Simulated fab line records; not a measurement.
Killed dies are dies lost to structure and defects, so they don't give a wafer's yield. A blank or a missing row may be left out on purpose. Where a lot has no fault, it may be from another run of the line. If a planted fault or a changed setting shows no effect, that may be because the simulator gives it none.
Chamber matching -- flow gf180mcu -- GF_V5_CMP_04 on cmp-02 has 4 sister chambers
The step polishes SiO2. 4 wafers are shown with their chamber, then 12 later ones without.

EACH WAFER AND ITS CHAMBER
wafer,chamber,motor-current-A (A)
L257.5,3,12.1
L262.1,2,14.1
L262.2,0,11.9
L262.4,1,13.7

WAFERS WHOSE CHAMBER IS MISSING
wafer,motor-current-A (A)
L265.2,12.5
L265.4,12.2
L265.6,12.1
L271.1,12.5
L271.2,12.1
L271.5,14.0
L272.1,12.7
L272.2,13.6
L272.4,14.2
L274.2,13.9
L274.3,11.5
L274.4,13.9

WHICH CHAMBER EACH ONE RAN IN
wafer,from the rows above,in truth
L265.2,can't be placed: 3 or 0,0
L265.4,can't be placed: 3 or 0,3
L265.6,can't be placed: 3 or 0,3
L271.1,can't be placed: 3 or 0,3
L271.2,can't be placed: 3 or 0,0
L271.5,can't be placed: 2 or 1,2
L272.1,can't be placed: 3 or 0 or 1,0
L272.2,can't be placed: 1 or 2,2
L272.4,can't be placed: 2 or 1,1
L274.2,can't be placed: 2 or 1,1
L274.3,can't be placed: 0 or 3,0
L274.4,can't be placed: 2 or 1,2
0 of 12 placed correctly. Not placeable from these rows: 12 (in 12, the candidates include the true chamber). 0 placed wrongly.
How it was worked out, from the rows above alone: a wafer's distance from a chamber is the root of the sum, over the readings, of the square of ((its reading less the chamber's mean) divided by the reading's scatter). The wafer belongs to the nearest chamber; if the next one is less than 2 further off, it can't be placed. A chamber's mean is the mean of its shown wafers. The scatter (one wafer shown for each chamber): square how far every hidden wafer sits from the nearest shown wafer, average those squares and take the square root.
